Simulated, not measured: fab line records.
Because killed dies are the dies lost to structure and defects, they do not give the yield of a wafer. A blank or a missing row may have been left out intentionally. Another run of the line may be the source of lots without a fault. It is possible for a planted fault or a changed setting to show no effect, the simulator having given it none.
A lot that was struck, set against a sound lot | flow sfqLine | 14 out of 325 route steps
Sound: these wafers, L785.1, L785.5, L785.6. The struck wafers were L789.4, L789.5, L789.6. The cause is named last.
For every step that has rows: the tool of each side, followed by ch and its chambers, followed by its first start. Under that, the readings that differ: sound wafers | struck wafers | difference of the means | sigmas: that difference in standard deviations of wafers without a fault.
alike: same words and numbers on both sides, and readings whose means sit less than 2 such deviations apart. not compared: any withheld reading, any reading some wafer has no value for, any bound like >300 that may hide the same value, and any number with overlapping values for which the record gives no deviation.
The two part at a step that has a row with sigmas, a row that says differs or no value, or rows on one side only. Numbers that don't overlap but have no deviation are shown without sigmas and don't part them. A reading that every wafer of one side lacks parts them only if that side has two wafers or more.

first, 6 steps without rows for these wafers: SFQ_TRILAYER_M1_LITHO_COAT_044 (resist thk 62 nm); SFQ_TRILAYER_M1_LITHO_COAT_039 (resist thk 600 nm); SFQ_TRILAYER_M1_LITHO_SOFTBAKE_043; SFQ_TRILAYER_M1_LITHO_EXPOSE_040 (exposes mask M1, target cd 500 nm); SFQ_TRILAYER_M1_LITHO_PEB_042 (peb time 60 s); SFQ_TRILAYER_M1_LITHO_DEVELOP_041 (time 60 s).
SFQ_M1_OVL_MEAS_911:
  sound on overlay-01 at day 14 22:14; struck on overlay-02 at day 17 04:41
  alike: M1_OVL
SFQ_TRILAYER_M1_BARC_OPEN_METAL_ETCH_054: etches BARC in O2, target depth 125 nm, time 41.7 s.
  sound on rieMetal-03 ch 0,1, day 14 22:16; struck on rieMetal-01 ch 0,1, day 17 04:44
  alike: drypumpMotorCurrentA, oesProductAu
  not compared: rfHoursCounterH
SFQ_TRILAYER_M1_ETCH_METAL_ETCH_042: etches Nb in Cl2/Ar, stops on SiO2, target depth 240 nm, time 120 s.
  sound on rieMetal-03 ch 0,1, day 14 22:20; struck on rieMetal-01 ch 0,1, day 17 04:49
  alike: drypumpMotorCurrentA, oesProductAu
  not compared: rfHoursCounterH
SFQ_TRILAYER_M1_STRIP_STRIP_043: strips in O2.
  sound on rieMetal-03 ch 0,1, day 14 22:28; struck on rieMetal-01 ch 0,1, day 17 05:05
  alike: drypumpMotorCurrentA, oesProductAu
  not compared: rfHoursCounterH
then, 1 step without rows for these wafers: SFQ_TRILAYER_M1_STRIP_SOLV_CLEAN_044 (cleans in NMP, time 600 s).
SFQ_TRILAYER_I1_DEP_PECVD_045: deposits SiO2 from SiH4/N2O, time 111.11 s, target thk 500 nm.
  sound on pecvd-04 ch 0,2, day 14 23:14; struck on pecvd-01 ch 0,1,2, day 17 05:43
reading              | sound          | struck         | difference | sigmas
throttleValvePct (%) | 23.4 22.8 23.1 | 26.9 26.3 26.6 | +3.5       | +3
  alike: chamberPressureTorr, heaterPowerW
  not compared: sinceWetCleanH
SFQ_TRILAYER_I1_CMP_CMP_046: polishes SiO2.
  sound on cmp-01 ch 0,2,3, day 15 00:19; struck on cmp-02 ch 2,3, day 17 05:45
reading             | sound             | struck            | difference | sigmas
platenRpm (rpm)     | 60.01 59.92 59.96 | 66.05 65.98 66.05 | +6.06      | +99 or more
timeToEndpointS (s) | 219 224 227       | 201 193 204       | -24        | -3
  alike: motorCurrentA
SFQ_I1_BOW_MEAS_912:
  sound on filmMetro-03 at day 15 02:19; struck on filmMetro-01 at day 17 08:49
  alike: I1_BOW

== WHERE THEY PART ==
First at SFQ_TRILAYER_I1_DEP_PECVD_045; last, within this record, at SFQ_TRILAYER_I1_CMP_CMP_046. Later steps at which nothing parts them and some readings are alike: SFQ_I1_BOW_MEAS_912.

WHY: the cause the simulator had injected
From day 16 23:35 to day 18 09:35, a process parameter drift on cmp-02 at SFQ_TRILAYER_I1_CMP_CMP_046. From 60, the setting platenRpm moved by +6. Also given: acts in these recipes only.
